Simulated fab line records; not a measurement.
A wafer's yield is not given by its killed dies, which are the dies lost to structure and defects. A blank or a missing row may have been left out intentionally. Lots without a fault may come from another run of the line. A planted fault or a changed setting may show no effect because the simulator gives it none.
The same fault as seen by 2 desks + flow gf180mcu + numbers are kept per desk, each desk with only its own; the story behind them comes last

## THE TOOL OWNER'S DESK: pvd sputter-01
The tool's own readings at GF_SALICIDE_SPUTTER_03 (material TiN, target thk 20 nm, time 16.7 s): means of the sampled wafers that have a number, for each lot that ran on this tool. The brackets show how far a lot's mean lies from the usual mean; more than 4 standard deviations puts the lot out of limits, marked OUT.
Columns: A = throttle valve pct at GF_SALICIDE_SPUTTER_03, usual 29.7 %
| lot  | first seen here | A    |
|------|-----------------|------|
| L587 | day 16 16:14    | 30.9 |
| L590 | day 18 01:08    | 30.4 |
| L599 | day 20 15:12    | 30.9 |
| L600 | day 20 22:58    | 28.7 |
This desk's finding: nothing out of limits on any of the 4 lots.

## METROLOGY DESK
Means of the sampled wafers that have a number, per lot and without regard to the tool the lot ran on: this is what the gauges read. The brackets show how far a lot's mean lies from the usual mean; more than 4 standard deviations puts the lot out of limits, marked OUT.
Columns: A = SALICIDE_TIN_RS at GF_SALICIDE_RS_MEAS_04, usual 16.2 ohm/sq; B = SALICIDE_TIN_THK at GF_SALICIDE_THK_MEAS_05, usual 20.0 nm; C = V2_CVD_02_THK at GF_V2_THK_MEAS_03, usual 851 nm
| lot  | first seen here | A               | B              | C   |
|------|-----------------|-----------------|----------------|-----|
| L583 | day 15 05:29    | 16.0            | 19.6           | 856 |
| L587 | day 16 16:16    | 16.0            | 20.3           | 839 |
| L588 | day 17 02:05    | 15.9            | 19.8           | 856 |
| L589 | day 17 15:14    | 16.2            | 20.1           | 850 |
| L590 | day 18 01:10    | 16.5            | 20.4           | 852 |
| L592 | day 18 10:19    | 16.3            | 20.1           | 851 |
| L599 | day 20 15:14    | 17.8 (+4.1) OUT | 15.8 (-12) OUT | 852 |
| L600 | day 20 23:00    | 17.7            | 15.3 (-14) OUT | 841 |
| L601 | day 21 11:43    | 16.1            | 20.1           | 873 |
| L603 | day 22 01:50    | 16.6            | 20.1           | 855 |
| L604 | day 22 08:19    | 15.8            | 19.9           | 861 |
| L606 | day 23 05:52    | 16.0            | 19.8           | 852 |
This desk's finding: out of limits on L599, L600; first on L599, day 20 15:14 (SALICIDE_TIN_RS at GF_SALICIDE_RS_MEAS_04). L583, L587, L588, L589, L590, L592, L601, L603, L604, L606 stayed within limits.

## PUT TOGETHER
L599, L600 would have let the metrology desk raise an alarm at day 20 15:14.
The tool owner's desk saw nothing out of limits.
Tool owner's desk: L599, L600 on record, inside its limits.
All the named lots went through GF_SALICIDE_SPUTTER_03 on pvd sputter-01.

## WHAT WAS PUT IN BY THE SIMULATOR
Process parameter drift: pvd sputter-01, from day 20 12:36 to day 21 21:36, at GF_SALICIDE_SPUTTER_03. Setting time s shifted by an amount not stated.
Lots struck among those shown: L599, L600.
Per desk, hours elapsed from the start of the fault to the first reading out of limits: for the metrology desk, 3.
